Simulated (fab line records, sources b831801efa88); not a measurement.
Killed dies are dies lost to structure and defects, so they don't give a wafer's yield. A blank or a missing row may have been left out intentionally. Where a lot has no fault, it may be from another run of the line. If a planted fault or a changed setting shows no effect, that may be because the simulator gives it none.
Matching of chambers | flow sky130 | SKY_CONTACT_CMP_27 on cmp-02: 4 sister chambers
The step polishes, stops on SiO2, t overpolish 15 s, target thk 0 nm. 14 wafers are shown with their chamber, then 7 later ones without.

== EACH WAFER AND ITS CHAMBER ==
wafer  | chamber | motorCurrentA (A) | timeToEndpointS (s) | overpolishRunS (s)
L665.1 | 1       | 12.0              | 87                  | 14.997
L665.3 | 3       | 8.9               | 77                  | 15.008
L665.4 | 0       | 10.3              | 76                  | 14.985
L666.1 | 1       | 11.9              | 88                  | 14.997
L666.2 | 2       | 13.1              | 82                  | 15.003
L666.4 | 3       | 8.8               | 78                  | 14.996
L668.1 | 3       | 8.9               | 77                  | 14.989
L668.3 | 2       | 12.8              | 83                  | 14.998
L668.5 | 2       | 12.5              | 80                  | 15.008
L672.1 | 1       | 11.5              | 87                  | 15.005
L672.3 | 3       | 8.6               | 82                  | 14.997
L672.6 | 2       | 11.9              | 82                  | 15.005
L677.1 | 2       | 12.4              | 89                  | 14.994
L677.3 | 3       | 8.8               | 85                  | 14.988

SIGNATURES (means of the wafers above)
reading         | chamber 0 | chamber 1 | chamber 2 | chamber 3 | scatter within a chamber
motorCurrentA   | 10.300    | 11.800    | 12.540    | 8.800     | 0.318
timeToEndpointS | 76.00     | 87.33     | 83.20     | 79.80     | 3.13
overpolishRunS  | 14.98500  | 14.99967  | 15.00160  | 14.99560  | 0.00652
Rule: a wafer lies at a distance from a chamber equal to the root of the sum of squares, over the readings, of (its reading less the chamber's mean, divided by the reading's scatter). The wafer belongs to the nearest chamber; if the next one is less than 2 further off, it can't be placed. The scatter: take each reading less its chamber's mean, square it, sum over the shown wafers, divide by the number of wafers less the number of chambers, and take the root.

== WAFERS MISSING THEIR CHAMBER ==
wafer  | motorCurrentA (A) | timeToEndpointS (s) | overpolishRunS (s)
L677.4 | 10.3              | 83                  | 15.009
L682.2 | 10.2              | 80                  | 15.009
L682.3 | 12.7              | 84                  | 14.988
L682.4 | 8.5               | 83                  | 14.980
L683.2 | 10.3              | 78                  | 15.013
L683.4 | 11.9              | 85                  | 15.006
L683.6 | 8.5               | 77                  | 15.007

== THE CHAMBER EACH PASSED THROUGH ==
wafer  | from the rows above          | in truth
L677.4 | can't be placed: 0 or 1 or 3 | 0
L682.2 | can't be placed: 0 or 3 or 1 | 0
L682.3 | can't be placed: 2 or 1      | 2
L682.4 | 3                            | 3
L683.2 | can't be placed: 0 or 3 or 1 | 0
L683.4 | can't be placed: 1 or 2      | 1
L683.6 | 3                            | 3
Correctly placed: 2 of 7. Can't be placed from these rows: 5 (the true chamber is among the candidates in 5). Number placed wrongly: 0.
